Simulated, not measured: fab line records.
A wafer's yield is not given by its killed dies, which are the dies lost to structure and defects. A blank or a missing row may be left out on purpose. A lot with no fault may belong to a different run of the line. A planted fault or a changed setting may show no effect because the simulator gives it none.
fab line records	flow sfq-line
record: lots: 7	wafers: 21	last-day: 91
route steps=325 shown I2@113 M3@118 I3@133 M4@148 M8@325
lots that met no fault: taken from a fault-free run of the same line
start-h: the number of hours between the record's first day and the start of the first shown wafer of the lot	wait-h: time in hours since the lot's previous step	" identical to the entry in the row above	L1.1+2: a single row standing in for several wafers	- no value present, or no start provided	* or withheld: withheld	< > ~ a bound
route shown NAME@n: NAME is a module with steps in the file, n the number in the route of the first one	usual: mean and standard deviation over wafers with no fault	same: alike in all rows	chamber/n: place in a boat	sites: per-site readings	_std_site: standard deviation of those values	_edge_site: outer sites' mean less inner sites'	radius-mm: how far each site lies from the wafer's centre	mask NAME#n: copy n	behind: tool/chamber where the wafer was last shaped	hold: why the lot went on hold/how many hours it stayed there/how the hold came to an end	device: whichever transistor did not switch (one of n, p or np)	end of line: tests of these same wafers at the route's end	where a step has no rows: the recipe by itself	killed: dies that structure and defects cost at the first sort, which is not the same as the wafer's yield	map: per-die view of a wafer (x killed, . not killed, _ where there is no die)
set.NAME: the setting that was run; set.NAME@STEP: the one run at that earlier step	model.NAME: the simulator's own value behind a step, which no gauge read
lots at selected steps of the route; one table per step, one row per wafer
services: a tool's chamber out of use, with start hour (start-h, from the record's first day; less than 0 if before it), hours out, and reason
== steps ==
step: SFQ_I2_OVL_MEAS_918
usual: I2_OVL: 3/5.7
lot.wafer	tool	chamber	start-h	wait-h	I2_OVL[nm]
L358.1	overlay-02	-	750.25	0.1	-3
L358.3	"	-	"	"	-1
L358.4	"	-	"	"	5
L360.2	overlay-01	-	756.26	0.1	8
L360.3	"	-	"	"	-1
L360.5	"	-	"	"	3
L365.1	overlay-02	-	799.58	0.1	-5
L365.2	"	-	"	"	-2
L365.3	"	-	"	"	2
L367.3	overlay-02	-	809.32	0.1	-2
L367.4	"	-	"	"	4
L367.6	"	-	"	"	11
L366.2	overlay-02	-	810.51	0.1	12
L366.4	"	-	"	"	2
L366.5	"	-	"	"	8
L375.1	overlay-01	-	866.69	0.1	6
L375.4	"	-	"	"	3
L375.6	"	-	"	"	4
L377.3	overlay-02	-	885.90	0.1	-10
L377.4	"	-	"	"	3
L377.5	"	-	"	"	-4
step: SFQ_TRILAYER_I2_VIA_BARC_OPEN_VIA_ETCH_096
recipe: mask-material: PR	chemistry: O2	target-depth-nm: 125	target: BARC	source-w: 500	bias-w: 80	pressure-mtorr: 30	time-s: 41.7
step: SFQ_TRILAYER_I2_VIA_ETCH_VIA_ETCH_070
recipe: target: SiO2	stop-on: Nb	mask-material: PR	taper-deg: 20	chemistry: CHF3	target-depth-nm: 260	source-w: 500	bias-w: 80	pressure-mtorr: 30	time-s: withheld
step: SFQ_TRILAYER_I2_VIA_STRIP_STRIP_071
recipe: gas: O2	power-w: 200	platen-temp-c: 40	overash-fraction: 0.65	chemistry: O2	pressure-mtorr: 50
step: SFQ_TRILAYER_I2_VIA_STRIP_SOLV_CLEAN_072
recipe: chemistry: NMP	temp-c: 70	time-s: 600
step: SFQ_TRILAYER_M3_DEP_PRE_CLEAN_074
recipe: gas: Ar	time-s: 22.5	bias-v: 250
step: SFQ_TRILAYER_M3_DEP_SPUTTER_073
recipe: material: Nb	base-pressure-pa: 1.33e-06	chamber-pressure-pa: 0.1333	substrate-temp-c: 20	resputter-cathode-voltage-v: 400	target-thk-nm: 200	power-w: 2000	time-s: 133.3
step: SFQ_M3_RS_MEAS_919
recipe: thk-meas-gauge: four-point-probe	reads: Nb_of_TRILAYER_M3_DEP_SPUTTER_073
usual: M3_NB_RS: 0.892/0.011
lot.wafer	tool	chamber	start-h	wait-h	M3_NB_RS[ohm/sq]
L358.1	film-metro-02	-	751.34	0.0	0.920
L358.3	"	-	"	"	0.913
L358.4	"	-	"	"	0.902
L360.2	film-metro-02	-	757.36	0.1	0.907
L360.3	"	-	"	"	0.900
L360.5	"	-	"	"	0.911
L365.1	film-metro-01	-	800.66	0.0	0.882
L365.2	"	-	"	"	0.867
L365.3	"	-	"	"	0.877
L367.3	film-metro-02	-	810.62	0.1	0.890
L367.4	"	-	"	"	0.894
L367.6	"	-	"	"	0.889
L366.2	film-metro-02	-	811.61	0.1	0.887
L366.4	"	-	"	"	0.884
L366.5	"	-	"	"	0.906
L375.1	film-metro-01	-	867.94	0.0	0.878
L375.4	"	-	"	"	0.874
L375.6	"	-	"	"	0.872
L377.3	film-metro-01	-	887.18	0.1	0.880
L377.4	"	-	"	"	0.887
L377.5	"	-	"	"	0.881
step: SFQ_TRILAYER_M3_LITHO_COAT_080
recipe: resist: BARC	spin-rpm: 3000	resist-thk-nm: 62
step: SFQ_TRILAYER_M3_LITHO_COAT_075
recipe: resist: KrF	spin-rpm: 3000	resist-thk-nm: 600
step: SFQ_TRILAYER_M3_LITHO_SOFTBAKE_079
recipe: temp-c: withheld	time-s: withheld	resist: KrF
step: SFQ_TRILAYER_M3_LITHO_EXPOSE_076
recipe: mask-id: M3	na: 0.6	source-shape: conventional	sigma-outer: 0.65	target-cd-nm: 500	dose-mj: 14.4
usual: stage-vel-mm-s: 500.04/0.25
same: na: 0.6
lot.wafer	tool	chamber	start-h	wait-h	mask	stage-vel-mm-s
L358.1	krf-scanner-01	0	879.59	-	M3#0	500.19
L358.3	"	0	"	"	M3#0	500.59
L358.4	"	0	"	"	M3#0	500.23
L360.2	krf-scanner-01	0	886.99	-	M3#0	499.93
L360.3	"	0	"	"	M3#0	500.17
L360.5	"	0	"	"	M3#0	499.98
L365.1	krf-scanner-01	0	936.17	-	M3#0	500.06
L365.2	"	0	"	"	M3#0	500.07
L365.3	"	0	"	"	M3#0	500.01
L367.3	krf-scanner-01	0	948.57	-	M3#0	499.57
L367.4	"	0	"	"	M3#0	499.82
L367.6	"	0	"	"	M3#0	500.08
L366.2	krf-scanner-01	0	949.57	-	M3#0	500.11
L366.4	"	0	"	"	M3#0	499.85
L366.5	"	0	"	"	M3#0	499.71
L375.1	krf-scanner-02	0	1014.18	-	M3#0	499.80
L375.4	"	0	"	"	M3#0	499.73
L375.6	"	0	"	"	M3#0	499.98
L377.3	krf-scanner-02	0	1041.97	-	M3#0	499.95
L377.4	"	0	"	"	M3#0	500.24
L377.5	"	0	"	"	M3#0	500.23
step: SFQ_TRILAYER_M3_LITHO_PEB_078
recipe: peb-temp-c: 115	peb-time-s: 60	resist: KrF
step: SFQ_TRILAYER_M3_LITHO_DEVELOP_077
recipe: time-s: 60	resist: KrF
step: SFQ_M3_OVL_MEAS_921
usual: M3_OVL: -2/6
lot.wafer	tool	chamber	start-h	wait-h	M3_OVL[nm]
L358.1	overlay-01	-	881.09	0.1	-10
L358.3	"	-	"	"	-8
L358.4	"	-	"	"	-9
L360.2	overlay-02	-	888.29	0.1	-1
L360.3	"	-	"	"	-2
L360.5	"	-	"	"	-5
L365.1	overlay-02	-	937.67	0.1	-2
L365.2	"	-	"	"	-4
L365.3	"	-	"	"	-11
L367.3	overlay-01	-	949.68	0.1	-3
L367.4	"	-	"	"	6
L367.6	"	-	"	"	0
L366.2	overlay-02	-	950.87	0.1	5
L366.4	"	-	"	"	-1
L366.5	"	-	"	"	2
L375.1	overlay-01	-	1015.68	0.1	-14
L375.4	"	-	"	"	-18
L375.6	"	-	"	"	-11
L377.3	overlay-02	-	1043.08	0.1	-6
L377.4	"	-	"	"	-7
L377.5	"	-	"	"	-7
step: SFQ_TRILAYER_M3_BARC_OPEN_METAL_ETCH_100
recipe: mask-material: PR	chemistry: O2	target-depth-nm: 125	target: BARC	icp-w: 600	bias-w: 80	pressure-mtorr: 10	time-s: 41.7
usual: chamber-pressure-mTorr: 10.000/0.0099	drypump-motor-current-A: 5.5/0.54	he-backside-leak-sccm: 3.58/0.18	oes-product-au: 0.685/0.0049
lot.wafer	tool	chamber	start-h	wait-h	chamber-pressure-mTorr	drypump-motor-current-A	he-backside-leak-sccm	oes-product-au	rf-hours-counter-h	model.M3.cd-nm
L358.1	rie-metal-02	0	881.12	0.0	9.995	5.8	3.57	0.679	25	499.3
L358.3	"	0	"	"	10.014	5.8	3.61	0.691	-	497.8
L358.4	"	1	"	"	9.994	4.8	3.48	0.680	-	499.6
L360.2	rie-metal-02	1	888.32	0.0	10.004	4.8	3.40	0.678	117	498.6
L360.3	"	0	"	"	10.016	5.8	3.62	0.685	-	498.3
L360.5	"	1	"	"	9.994	4.8	3.50	0.681	-	498.8
L365.1	rie-metal-04	0	937.70	0.0	9.999	5.0	3.71	0.689	1	497
L365.2	"	1	"	"	9.990	6.2	3.77	0.686	110	499
L365.3	"	1	"	"	9.997	6.1	3.72	0.682	-	489.7
L367.3	rie-metal-04	0	949.72	0.0	9.986	5.0	3.82	0.683	-	485.6
L367.4	"	1	"	"	10.008	6.1	3.42	0.688	-	498.8
L367.6	"	0	"	"	10.006	5.0	3.55	0.675	-	497.8
L366.2	rie-metal-01	1	950.92	0.0	10.017	5.0	3.43	0.679	-	500.9
L366.4	"	1	"	"	9.993	5.0	3.39	0.685	-	501.9
L366.5	"	1	"	"	9.986	5.0	3.39	0.681	-	489.1
L375.1	rie-metal-04	1	1015.72	0.0	9.995	6.2	3.63	0.679	119	499
L375.4	"	0	"	"	10.012	5.0	3.19	0.678	-	497.5
L375.6	"	0	"	"	10.006	5.0	3.39	0.685	-	497.4
L377.3	rie-metal-04	0	1043.13	0.0	10.001	5.0	3.84	0.685	-	498.9
L377.4	"	1	"	"	10.003	6.2	3.49	0.688	-	500.3
L377.5	"	0	"	"	10.003	5.0	3.61	0.680	-	499
step: SFQ_TRILAYER_M3_ETCH_METAL_ETCH_078
recipe: target: Nb	stop-on: SiO2	mask-material: PR	chemistry: Cl2/Ar	target-depth-nm: 240	icp-w: 600	bias-w: 80	pressure-mtorr: 10	time-s: 120
usual: chamber-pressure-mTorr: 9.999/0.0098	drypump-motor-current-A: 5.5/0.54	he-backside-leak-sccm: 3.6/0.42	oes-product-au: 0.892/0.0079
lot.wafer	tool	chamber	start-h	wait-h	chamber-pressure-mTorr	drypump-motor-current-A	he-backside-leak-sccm	oes-product-au	rf-hours-counter-h	model.M3.cd-nm
L358.1	rie-metal-02	0	881.18	0.0	10.001	5.8	3.6	0.884	25	500.1
L358.3	"	0	"	"	10.004	5.8	3.7	0.873	-	499.1
L358.4	"	1	"	"	10.004	4.8	3.4	0.898	-	499.3
L360.2	rie-metal-02	1	888.38	0.0	9.999	4.8	3.5	0.883	117	498.3
L360.3	"	0	"	"	9.995	5.8	3.3	0.889	-	499.2
L360.5	"	1	"	"	9.994	4.8	3.4	0.887	-	498
L365.1	rie-metal-04	0	937.76	0.0	10.002	5.0	3.6	0.901	1	498.5
L365.2	"	1	"	"	10.007	6.2	3.4	0.902	110	500.8
L365.3	"	1	"	"	10.017	6.1	3.5	0.900	-	491.7
L367.3	rie-metal-04	0	949.80	0.1	10.000	5.0	3.6	0.898	-	485.6
L367.4	"	1	"	"	9.973	6.2	3.7	0.895	-	498.7
L367.6	"	0	"	"	9.986	5.0	3.8	0.904	-	498
L366.2	rie-metal-01	1	951.06	0.1	9.997	5.0	3.5	0.897	-	500.6
L366.4	"	1	"	"	9.998	5.0	3.5	0.892	-	502.4
L366.5	"	1	"	"	9.993	5.0	3.4	0.882	-	489
L375.1	rie-metal-04	1	1015.78	0.0	9.999	6.2	3.5	0.894	119	498.2
L375.4	"	0	"	"	9.994	5.0	3.8	0.909	-	495.2
L375.6	"	0	"	"	9.987	5.0	3.9	0.905	-	495
L377.3	rie-metal-04	0	1043.21	0.1	9.977	5.0	3.5	0.900	-	497.1
L377.4	"	1	"	"	10.018	6.1	3.5	0.890	-	499.5
L377.5	"	0	"	"	10.001	5.1	3.4	0.895	-	497.2
step: SFQ_TRILAYER_M3_STRIP_STRIP_079
recipe: gas: O2	power-w: 200	platen-temp-c: 40	overash-fraction: 0.65	chemistry: O2	pressure-mtorr: 50
usual: chamber-pressure-mTorr: 49.99/0.05	drypump-motor-current-A: 5.5/0.54	he-backside-leak-sccm: 3.6/0.33	oes-product-au: 1.004/0.0083
lot.wafer	tool	chamber	start-h	wait-h	chamber-pressure-mTorr	drypump-motor-current-A	he-backside-leak-sccm	oes-product-au	rf-hours-counter-h
L358.1	rie-metal-02	0	881.31	0.1	49.99	5.8	3.6	0.999	25
L358.3	"	0	"	"	49.98	5.8	3.5	0.989	-
L358.4	"	1	"	"	49.96	4.8	3.6	1.003	-
L360.2	rie-metal-02	1	888.51	0.1	50.06	4.8	3.5	1.007	117
L360.3	"	0	"	"	49.89	5.8	3.7	1.007	-
L360.5	"	1	"	"	50.04	4.8	3.4	1.017	-
L365.1	rie-metal-04	0	937.89	0.1	50.11	5.0	3.3	1.005	1
L365.2	"	1	"	"	49.99	6.2	3.4	0.997	110
L365.3	"	1	"	"	50.01	6.2	3.4	0.996	-
L367.3	rie-metal-04	0	950.09	0.2	50.04	5.0	3.6	1.007	-
L367.4	"	1	"	"	49.98	6.2	3.5	1.010	-
L367.6	"	0	"	"	50.01	5.0	3.5	1.006	-
L366.2	rie-metal-01	1	951.47	0.4	49.96	5.0	3.5	1.000	-
L366.4	"	1	"	"	50.05	5.0	3.6	0.998	-
L366.5	"	1	"	"	49.98	5.0	3.6	1.002	-
L375.1	rie-metal-04	1	1015.90	0.1	50.00	6.1	3.6	1.001	119
L375.4	"	0	"	"	49.99	5.1	3.7	1.006	-
L375.6	"	0	"	"	49.95	5.0	3.8	1.003	-
L377.3	rie-metal-04	0	1043.49	0.2	49.99	5.0	3.8	1.014	-
L377.4	"	1	"	"	49.86	6.2	3.4	1.007	-
L377.5	"	0	"	"	49.99	5.0	3.7	1.011	-
step: SFQ_TRILAYER_M3_STRIP_SOLV_CLEAN_080
recipe: chemistry: NMP	temp-c: 70	time-s: 600
step: SFQ_TRILAYER_I3_DEP_PECVD_081
recipe: material: SiO2	temp-c: 150	time-s: 111.11	pressure-torr: 2.4	rf-w: 183.3	precursor: SiH4/N2O	target-thk-nm: 500
usual: heater-power-w: 85/14	throttle-valve-pct: 24.0/1.6
lot.wafer	tool	chamber	start-h	wait-h	heater-power-w	throttle-valve-pct
L358.1	pecvd-01	0	882.08	0.0	70	27.2
L358.3	"	2	"	"	102	23.7
L358.4	"	2	"	"	106	23.6
L360.2	pecvd-03	1	889.28	0.0	84	24.4
L360.3	"	2	"	"	55	24.6
L360.5	"	2	"	"	59	25.0
L365.1	pecvd-03	1	938.66	0.0	80	24.5
L365.2	"	0	"	"	83	23.9
L365.3	"	2	"	"	64	24.7
L367.3	pecvd-01	0	950.66	0.0	95	23.9
L367.4	"	2	"	"	114	21.7
L367.6	"	0	"	"	97	24.0
L366.2	pecvd-03	1	952.66	0.0	82	24.2
L366.4	"	1	"	"	83	24.2
L366.5	"	0	"	"	83	23.9
L375.1	pecvd-01	2	1016.68	0.0	105	21.9
L375.4	"	2	"	"	109	21.7
L375.6	"	1	"	"	63	22.5
L377.3	pecvd-04	0	1044.07	0.0	89	27.7
L377.4	"	2	"	"	99	23.7
L377.5	"	0	"	"	97	27.7
step: SFQ_TRILAYER_I3_CMP_CMP_082
recipe: material: SiO2	down-force-psi: 3	platen-rpm: 60	pad-velocity-m-s: 0.94248
usual: edge-zone-pressure-frac: 1.000/0.0055	motor-current-A: 10.1/1.4	platen-rpm: 60.00/0.036	time-to-endpoint-s: 213/7.6
lot.wafer	tool	chamber	start-h	wait-h	edge-zone-pressure-frac	motor-current-A	platen-rpm	time-to-endpoint-s
L358.4	cmp-02	1	882.16	0.0	1.000	9.9	60.03	212
L358.1	"	2	"	"	1.006	12.1	60.04	216
L358.3	"	3	"	"	1.004	8.7	60.04	215
L360.3	cmp-02	0	890.36	1.0	1.003	9.5	60.01	218
L360.2	"	1	"	"	1.002	9.8	59.98	212
L360.5	"	2	"	"	0.997	12.1	60.04	230
L365.2	cmp-02	0	939.24	0.5	1.001	10.6	59.99	209
L365.1	"	1	"	"	0.997	10.0	60.03	200
L365.3	"	2	"	"	1.007	11.6	60.04	205
L367.4	cmp-01	0	950.74	0.0	1.004	12.8	59.97	206
L367.3	"	3	952.24	1.5	1.001	10.3	59.96	198
L367.6	"	0	"	"	1.005	12.3	60.03	206
L366.4	cmp-02	2	953.24	0.5	1.008	10.4	59.95	215
L366.2	"	0	954.24	1.5	0.996	10.4	59.99	208
L366.5	"	2	955.24	2.5	1.006	12.1	60.01	220
L375.1	cmp-02	3	1017.76	1.0	1.002	8.7	60.05	204
L375.4	"	0	"	"	0.999	10.6	59.98	213
L375.6	"	1	"	"	1.013	9.6	60.02	207
L377.4	cmp-02	0	1045.45	1.3	0.994	10.4	59.98	220
L377.3	"	1	"	"	0.998	10.1	60.02	215
L377.5	"	0	1047.45	3.3	1.002	10.4	59.98	218
step: SFQ_I3_BOW_MEAS_922
recipe: mode: bow
usual: I3_BOW: 4/6.9
lot.wafer	tool	chamber	start-h	wait-h	I3_BOW[um]
L358.1	film-metro-03	-	885.16	2.0	11
L358.3	"	-	"	"	-4
L358.4	"	-	"	"	6
L360.2	film-metro-03	-	892.38	1.0	3
L360.3	"	-	"	"	-3
L360.5	"	-	"	"	-13
L365.1	film-metro-03	-	941.74	1.5	0
L365.2	"	-	"	"	7
L365.3	"	-	"	"	-3
L367.3	film-metro-02	-	953.78	1.0	17
L367.4	"	-	"	"	11
L367.6	"	-	"	"	5
L366.2	film-metro-03	-	955.76	1.0	10
L366.4	"	-	"	"	0
L366.5	"	-	"	"	13
L375.1	film-metro-03	-	1019.76	1.5	2
L375.4	"	-	"	"	-2
L375.6	"	-	"	"	-6
L377.3	film-metro-02	-	1047.99	1.5	11
L377.4	"	-	"	"	12
L377.5	"	-	"	"	2
step: SFQ_TRILAYER_I3_METRO_MEASURE_083
step: SFQ_TRILAYER_I3_VIA_LITHO_COAT_090
recipe: resist: BARC	spin-rpm: 3000	resist-thk-nm: 62
step: SFQ_TRILAYER_I3_VIA_LITHO_COAT_085
recipe: resist: KrF	spin-rpm: 3000	resist-thk-nm: 650
step: SFQ_TRILAYER_I3_VIA_LITHO_SOFTBAKE_089
recipe: temp-c: withheld	time-s: withheld	resist: KrF
step: SFQ_TRILAYER_I3_VIA_LITHO_EXPOSE_086
recipe: mask-id: I3	na: 0.6	source-shape: conventional	sigma-outer: 0.65	target-cd-nm: 500	dose-mj: 21.3
step: SFQ_TRILAYER_I3_VIA_LITHO_PEB_088
recipe: peb-temp-c: 115	peb-time-s: 60	resist: KrF
step: SFQ_TRILAYER_I3_VIA_LITHO_DEVELOP_087
recipe: time-s: 60	resist: KrF
step: SFQ_I3_OVL_MEAS_923
usual: I3_OVL: 0/5.8
lot.wafer	tool	chamber	start-h	wait-h	I3_OVL[nm]
L358.1	overlay-01	-	1041.87	0.1	-2
L358.3	"	-	"	"	-1
L358.4	"	-	"	"	-4
L360.2	overlay-01	-	1051.48	0.1	6
L360.3	"	-	"	"	0
L360.5	"	-	"	"	10
L365.1	overlay-02	-	1095.68	0.1	6
L365.2	"	-	"	"	1
L365.3	"	-	"	"	7
L367.3	overlay-01	-	1111.30	0.1	2
L367.4	"	-	"	"	-5
L367.6	"	-	"	"	-2
L366.2	overlay-02	-	1113.69	0.1	-4
L366.4	"	-	"	"	-5
L366.5	"	-	"	"	-7
L375.1	overlay-02	-	1173.60	0.1	-7
L375.4	"	-	"	"	-1
L375.6	"	-	"	"	-2
L377.3	overlay-01	-	1201.34	0.1	-6
L377.4	"	-	"	"	0
L377.5	"	-	"	"	-3
step: SFQ_TRILAYER_I3_VIA_BARC_OPEN_VIA_ETCH_121
recipe: mask-material: PR	chemistry: O2	target-depth-nm: 125	target: BARC	source-w: 500	bias-w: 80	pressure-mtorr: 30	time-s: 41.7
step: SFQ_TRILAYER_I3_VIA_ETCH_VIA_ETCH_088
recipe: target: SiO2	stop-on: Nb	mask-material: PR	taper-deg: 20	chemistry: CHF3	target-depth-nm: 260	source-w: 500	bias-w: 80	pressure-mtorr: 30	time-s: withheld
usual: chamber-pressure-mTorr: 30.002/0.027	drypump-motor-current-A: 5.8/0.44	oes-product-au: 0.855/0.0048
lot.wafer	tool	chamber	start-h	wait-h	chamber-pressure-mTorr	drypump-motor-current-A	oes-product-au
L358.1	rie-diel-02	0	1041.95	0.0	30.027	5.8	0.859
L358.3	"	2	"	"	30.018	5.7	0.857
L358.4	"	3	"	"	29.965	6.4	0.859
L360.2	rie-diel-04	0	1051.55	0.0	30.028	5.7	0.863
L360.3	"	1	"	"	30.024	5.8	0.854
L360.5	"	2	"	"	30.033	5.4	0.861
L365.1	rie-diel-02	0	1095.76	0.0	30.030	5.9	0.851
L365.2	"	1	"	"	29.997	5.4	0.854
L365.3	"	3	"	"	30.019	6.4	0.860
L367.3	rie-diel-01	3	1111.36	0.0	30.007	5.9	0.851
L367.4	"	0	"	"	29.984	6.4	0.862
L367.6	"	1	"	"	29.965	4.9	0.854
L366.2	rie-diel-04	3	1113.76	0.0	30.028	5.7	0.858
L366.4	"	0	"	"	30.051	5.7	0.851
L366.5	"	0	"	"	30.013	5.7	0.854
L375.1	rie-diel-02	2	1173.68	0.0	29.997	5.7	0.857
L375.4	"	0	"	"	30.001	5.9	0.846
L375.6	"	0	"	"	30.031	5.9	0.851
L377.3	rie-diel-01	3	1201.40	0.0	29.954	5.8	0.852
L377.4	"	1	"	"	30.037	4.9	0.859
L377.5	"	1	"	"	29.996	4.9	0.846
step: SFQ_TRILAYER_I3_VIA_STRIP_STRIP_089
recipe: gas: O2	power-w: 200	platen-temp-c: 40	overash-fraction: 0.65	chemistry: O2	pressure-mtorr: 50
usual: chamber-pressure-mTorr: 50.00/0.042	drypump-motor-current-A: 5.4/0.44	he-backside-leak-sccm: 3.5/0.36	oes-product-au: 0.999/0.01
lot.wafer	tool	chamber	start-h	wait-h	chamber-pressure-mTorr	drypump-motor-current-A	he-backside-leak-sccm	oes-product-au	rf-hours-counter-h
L358.1	rie-metal-01	0	1042.06	-	50.05	5.9	3.7	1.004	12
L358.3	"	0	"	"	49.99	5.8	3.7	1.012	-
L358.4	"	1	"	"	49.93	5.0	3.3	0.994	-
L360.2	rie-metal-02	0	1051.86	-	49.94	5.8	3.6	1.013	-
L360.3	"	0	"	"	50.03	5.8	3.7	1.007	-
L360.5	"	0	"	"	49.96	5.8	3.7	0.997	-
L365.1	rie-metal-02	1	1095.87	-	49.98	4.8	3.2	0.978	3
L365.2	"	0	"	"	49.97	5.8	3.6	1.000	55
L365.3	"	1	"	"	49.98	4.8	3.2	0.976	-
L367.3	rie-metal-01	1	1111.67	-	49.97	5.0	3.4	1.001	-
L367.4	"	0	"	"	49.95	5.8	4.4	1.000	-
L367.6	"	0	"	"	50.04	5.8	3.5	0.989	-
L366.2	rie-metal-03	1	1113.87	-	49.99	5.0	3.6	0.991	83
L366.4	"	0	"	"	50.02	5.7	3.1	1.005	-
L366.5	"	1	"	"	49.96	4.9	3.6	0.986	-
L375.1	rie-metal-01	1	1173.79	-	50.04	5.0	3.4	0.989	19
L375.4	"	1	"	"	50.01	5.0	3.2	0.982	-
L375.6	"	1	"	"	49.99	5.0	3.3	0.987	-
L377.3	rie-metal-02	1	1201.72	-	49.99	4.8	3.3	0.981	-
L377.4	"	0	"	"	49.98	5.8	3.5	1.018	-
L377.5	"	1	"	"	49.96	4.8	3.2	0.998	-
step: SFQ_TRILAYER_I3_VIA_STRIP_SOLV_CLEAN_090
recipe: chemistry: NMP	temp-c: 70	time-s: 600
step: SFQ_TRILAYER_M4_DEP_PRE_CLEAN_092
recipe: gas: Ar	time-s: 22.5	bias-v: 250
step: SFQ_TRILAYER_M4_DEP_SPUTTER_091
recipe: material: Nb	base-pressure-pa: 1.33e-06	chamber-pressure-pa: 0.1333	substrate-temp-c: 20	resputter-cathode-voltage-v: 400	target-thk-nm: 200	power-w: 2000	time-s: 133.3
step: SFQ_M4_RS_MEAS_924
recipe: thk-meas-gauge: four-point-probe	reads: Nb_of_TRILAYER_M4_DEP_SPUTTER_091
usual: M4_NB_RS: 0.892/0.011
lot.wafer	tool	chamber	start-h	wait-h	M4_NB_RS[ohm/sq]
L358.1	film-metro-03	-	1042.97	0.0	0.909
L358.3	"	-	"	"	0.893
L358.4	"	-	"	"	0.904
L360.2	film-metro-03	-	1053.17	0.1	0.916
L360.3	"	-	"	"	0.906
L360.5	"	-	"	"	0.915
L365.1	film-metro-04	-	1096.77	0.0	0.875
L365.2	"	-	"	"	0.890
L365.3	"	-	"	"	0.879
L367.3	film-metro-04	-	1112.41	0.1	0.898
L367.4	"	-	"	"	0.894
L367.6	"	-	"	"	0.900
L366.2	film-metro-03	-	1115.00	0.1	0.886
L366.4	"	-	"	"	0.896
L366.5	"	-	"	"	0.884
L375.1	film-metro-04	-	1175.29	0.0	0.892
L375.4	"	-	"	"	0.881
L375.6	"	-	"	"	0.886
L377.3	film-metro-03	-	1202.45	0.1	0.899
L377.4	"	-	"	"	0.903
L377.5	"	-	"	"	0.897
step: SFQ_TRILAYER_M4_LITHO_COAT_098
recipe: resist: BARC	spin-rpm: 3000	resist-thk-nm: 62
step: SFQ_TRILAYER_M4_LITHO_COAT_093
recipe: resist: KrF	spin-rpm: 3000	resist-thk-nm: 600
step: SFQ_TRILAYER_M4_LITHO_SOFTBAKE_097
recipe: temp-c: withheld	time-s: withheld	resist: KrF
step: SFQ_M8_BOW_MEAS_951
recipe: mode: bow
usual: M8_BOW: 10/9.5
lot.wafer	tool	chamber	start-h	wait-h	M8_BOW[um]	model.etest.m3.ohm-um
L358.1	film-metro-02	-	2004.92	0.0	7	1.84
L358.3	"	-	"	"	-8	1.83
L358.4	"	-	"	"	3	1.808
L360.2	film-metro-01	-	2018.68	0.0	2	1.817
L360.3	"	-	"	"	-3	1.804
L360.5	"	-	"	"	-13	1.826
L365.1	film-metro-03	-	2046.70	0.0	8	1.774
L365.2	"	-	"	"	15	1.737
L365.3	"	-	"	"	5	1.789
L367.3	film-metro-02	-	2124.74	0.0	15	1.833
L367.4	"	-	"	"	8	1.788
L367.6	"	-	"	"	2	1.786
L366.2	film-metro-02	-	2125.92	0.0	-2	1.768
L366.4	"	-	"	"	-12	1.76
L366.5	"	-	"	"	0	1.847
L375.1	film-metro-03	-	2179.83	0.0	3	1.765
L375.4	"	-	"	"	-2	1.768
L375.6	"	-	"	"	-5	1.769
L377.3	film-metro-02	-	2182.27	0.0	31	1.775
L377.4	"	-	"	"	30	1.777
L377.5	"	-	"	"	21	1.77
== services ==
tool	chamber	start-h	hours	kind
krf-scanner-01	-	863.24	0.8	pm
rie-metal-04	-	866.13	0.2	repair
cmp-02	-	875.57	0.8	repair
krf-scanner-01	-	887.99	3.6	pm
krf-scanner-01	-	905.94	1.3	pm
cmp-02	-	914.38	9.2	pm
cmp-02	-	923.62	4.0	pm
cmp-02	-	930.09	8.6	pm
rie-metal-01	1	938.57	10.9	repair
rie-metal-02	-	951.62	0.3	repair
rie-metal-04	-	954.85	2.8	pm
rie-metal-04	-	968.28	1.4	pm
cmp-02	-	970.59	0.5	repair
krf-scanner-01	-	987.87	1.0	pm
rie-metal-01	-	1004.31	0.3	repair
krf-scanner-01	-	1006.05	0.8	pm
krf-scanner-01	-	1031.85	0.8	pm
krf-scanner-01	-	1081.30	1.3	pm
cmp-02	-	1105.99	2.7	repair
rie-metal-04	0	1126.82	15.7	repair
rie-metal-01	1	1148.61	3.9	repair
rie-metal-02	0	1149.82	14.0	repair
rie-metal-01	0	1171.11	2.8	repair
cmp-02	-	1178.33	9.1	pm
== key ==
first-sign none at tools or gauges
model-effect: step: SFQ_TRILAYER_M3_BARC_OPEN_METAL_ETCH_100	value: M3.cd-nm	without: 499.6	struck: 488.2
model-effect: step: SFQ_TRILAYER_M3_ETCH_METAL_ETCH_078	value: M3.cd-nm	without: 500.3	struck: 488.8
model-effect: step: SFQ_M8_BOW_MEAS_951	value: etest.m3.ohm-um	without: 1.781	struck: 1.823
met-at SFQ_TRILAYER_M3_LITHO_EXPOSE_076
struck-wafers L365.3,L366.5,L367.3
onset-between 886.99 936.17
fault: kind: process-parameter-drift	tool: krf-scanner-01	chamber: -	onset-h: 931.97	steps: SFQ_TRILAYER_M3_LITHO_EXPOSE_076	channel: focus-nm	offset: 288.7	shape: step	end-h: 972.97	scope: struck-wafers-only
